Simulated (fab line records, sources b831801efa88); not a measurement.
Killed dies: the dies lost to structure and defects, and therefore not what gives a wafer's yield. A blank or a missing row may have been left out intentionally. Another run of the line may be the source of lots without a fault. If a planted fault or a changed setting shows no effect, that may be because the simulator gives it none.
Which tool was responsible? | flow sky130 | 36 wafers from 12 lots sampled at 4 of the route's 708 steps

WHAT THE GAUGES SHOWED, per wafer
SKY_SONOS_ONO_THK_MEAS_03.
lot  | measured     | on            | SONOS_ONO_CVD_02_THK (nm)
L370 | day 11 21:33 | film-metro-03 | 10.46 10.42 10.49
L371 | day 12 02:34 | film-metro-03 | 10.49 10.43 10.53
L372 | day 12 08:50 | film-metro-01 | 10.52 10.45 10.59
L373 | day 12 20:32 | film-metro-02 | 10.35 10.60 10.62
L377 | day 14 05:01 | film-metro-01 | 10.73 10.69 10.71
L380 | day 15 01:37 | film-metro-01 | 10.36 10.42 10.50
L381 | day 15 11:33 | film-metro-02 | 10.81 10.80 10.71
L386 | day 17 06:36 | film-metro-01 | 10.32 10.54 10.34
L388 | day 18 04:31 | film-metro-02 | 10.63 10.61 10.69
L390 | day 18 16:25 | film-metro-01 | 10.47 10.58 10.49
L391 | day 19 03:11 | film-metro-03 | 10.50 10.40 10.58
L392 | day 19 09:55 | film-metro-01 | 10.31 10.28 10.27

SKY_LDD_HVP_TW_MEAS_10.
lot  | measured     | on            | LDD_HVP_TW
L370 | day 21 23:43 | film-metro-04 | 458 459 459
L371 | day 22 05:20 | film-metro-03 | 459 458 461
L372 | day 22 13:31 | film-metro-04 | 456 456 458
L373 | day 23 02:34 | film-metro-01 | 453 449 449
L377 | day 24 15:25 | film-metro-04 | 457 455 456
L380 | day 25 18:32 | film-metro-04 | 457 458 462
L381 | day 25 23:01 | film-metro-03 | 461 459 460
L386 | day 27 18:07 | film-metro-01 | 448 450 447
L388 | day 28 14:10 | film-metro-03 | 459 460 459
L390 | day 29 06:35 | film-metro-01 | 452 453 449
L391 | day 29 13:37 | film-metro-01 | 453 452 452
L392 | day 29 20:22 | film-metro-03 | 458 461 459

WHAT TOOL EACH LOT RAN ON (gives the tool, then ch and the chambers of the sampled wafers, and finally the start)
lot  | SKY_POLY_GATE_ETCH_16              | SKY_LDD_HVN_STRIP_09
L370 | rie-diel-04 ch 0,2, day 16 17:22   | plasma-asher-03 ch 0, day 20 16:26
L371 | rie-diel-04 ch 1,2,3, day 16 22:59 | plasma-asher-03 ch 0, day 20 22:47
L372 | rie-diel-01 ch 1,2, day 17 06:29   | plasma-asher-02 ch 0,1, day 21 06:16
L373 | rie-diel-04 ch 0,3, day 17 20:40   | plasma-asher-02 ch 1, day 21 19:59
L377 | rie-diel-01 ch 1,2,3, day 19 09:37 | plasma-asher-01 ch 0,1, day 23 08:49
L380 | rie-diel-03 ch 0,1,3, day 20 12:43 | plasma-asher-03 ch 0,1, day 24 12:43
L381 | rie-diel-01 ch 0,1,2, day 20 19:01 | plasma-asher-03 ch 0,1, day 24 16:56
L386 | rie-diel-04 ch 2,3, day 22 16:20   | plasma-asher-01 ch 0,1, day 26 12:40
L388 | rie-diel-03 ch 2,3, day 23 14:23   | plasma-asher-02 ch 0,1, day 27 09:58
L390 | rie-diel-01 ch 0,2,3, day 24 06:16 | plasma-asher-01 ch 0,1, day 28 01:52
L391 | rie-diel-01 ch 0,2,3, day 24 15:04 | plasma-asher-01 ch 1, day 28 09:16
L392 | rie-diel-03 ch 1,3, day 24 21:19   | plasma-asher-03 ch 0,1, day 28 16:01
- SKY_POLY_GATE_ETCH_16: etches Si3N4 in CH3F/O2, stops on poly-Si, time 147.5 s, target depth 75 nm.
- SKY_LDD_HVN_STRIP_09: strips in O2/N2.

WHAT THE TOOLS THEMSELVES READ (means of the sampled wafers that have a number; where no wafer has one, the mark that the record gives instead)
SKY_POLY_GATE_ETCH_16.
lot  | tool        | ch3f-flow-sccm (sccm) | drypump-motor-current-A (A) | oes-product-au (a.u.) | throttle-valve-pct (%)
L370 | rie-diel-04 | 39.93                 | 5.9                         | 0.640                 | 10.536
L371 | rie-diel-04 | 40.05                 | 5.8                         | 0.641                 | 10.531
L372 | rie-diel-01 | 40.08                 | 6.2                         | 0.641                 | 10.536
L373 | rie-diel-04 | 39.97                 | 5.9                         | 0.639                 | 10.539
L377 | rie-diel-01 | 40.07                 | 5.9                         | 0.641                 | 10.531
L380 | rie-diel-03 | 40.09                 | 5.7                         | 0.638                 | 10.533
L381 | rie-diel-01 | 40.08                 | 6.0                         | 0.639                 | 10.536
L386 | rie-diel-04 | 39.93                 | 5.7                         | 0.643                 | 10.540
L388 | rie-diel-03 | 40.02                 | 5.5                         | 0.642                 | 10.544
L390 | rie-diel-01 | 39.93                 | 5.8                         | 0.645                 | 10.535
L391 | rie-diel-01 | 40.05                 | 5.8                         | 0.635                 | 10.541
L392 | rie-diel-03 | 39.98                 | 6.0                         | 0.643                 | 10.534

SKY_LDD_HVN_STRIP_09.
lot  | tool            | drypump-motor-current-A (A) | n2-flow-sccm (sccm) | oes-product-au (a.u.) | strip-time-to-endpoint-s (s)
L370 | plasma-asher-03 | 5.5                         | 299.3               | 0.409                 | 4.128
L371 | plasma-asher-03 | 5.5                         | 301.6               | 0.407                 | 4.158
L372 | plasma-asher-02 | 5.8                         | 299.0               | 0.405                 | 4.126
L373 | plasma-asher-02 | 5.7                         | 299.9               | 0.409                 | 4.109
L377 | plasma-asher-01 | 5.6                         | 300.3               | 0.407                 | 4.120
L380 | plasma-asher-03 | 5.6                         | 280.0               | 0.403                 | 4.142
L381 | plasma-asher-03 | 5.5                         | 259.2               | 0.407                 | 4.136
L386 | plasma-asher-01 | 5.3                         | 300.4               | 0.404                 | 4.144
L388 | plasma-asher-02 | 6.0                         | 300.5               | 0.411                 | 4.145
L390 | plasma-asher-01 | 5.6                         | 300.4               | 0.407                 | 4.127
L391 | plasma-asher-01 | 5.9                         | 300.5               | 0.407                 | 4.122
L392 | plasma-asher-03 | 5.6                         | 300.2               | 0.408                 | 4.135

THE ANSWER, worked out from the rows above alone
Rule: the usual values come from the lots themselves. Put in order of their means at a reading, lots are off if they are a third of the lots or fewer, leave a main group of 4 or more, and stand apart from it by a gap of 3 or more times the standard deviation of the main group's means; of several such gaps the widest counts. A main group is skipped when, at the precision printed for the reading in the tables above, its means are all equal. Also off: a lot with no number at a reading for which 4 or more lots have one. The other lots that the step has rows for count as sound. First the gauges in route order, then the tools' own readings, where a lot's mean is used as printed above. The first step at which some lot is off is used, and at that step the reading that is off furthest; a lot without a number counts as furthest.
Off, at SKY_LDD_HVN_STRIP_09 on n2-flow-sccm: L380, L381. For the main group the mean is 300.2 sccm and the standard deviation 0.68.
If a tool, at that step or one of the process steps before it, ran each lot that is off and ran no sound lot following the first of them, it fits. Of those tried, none fits.

WHAT THE SIMULATOR HAD PUT IN
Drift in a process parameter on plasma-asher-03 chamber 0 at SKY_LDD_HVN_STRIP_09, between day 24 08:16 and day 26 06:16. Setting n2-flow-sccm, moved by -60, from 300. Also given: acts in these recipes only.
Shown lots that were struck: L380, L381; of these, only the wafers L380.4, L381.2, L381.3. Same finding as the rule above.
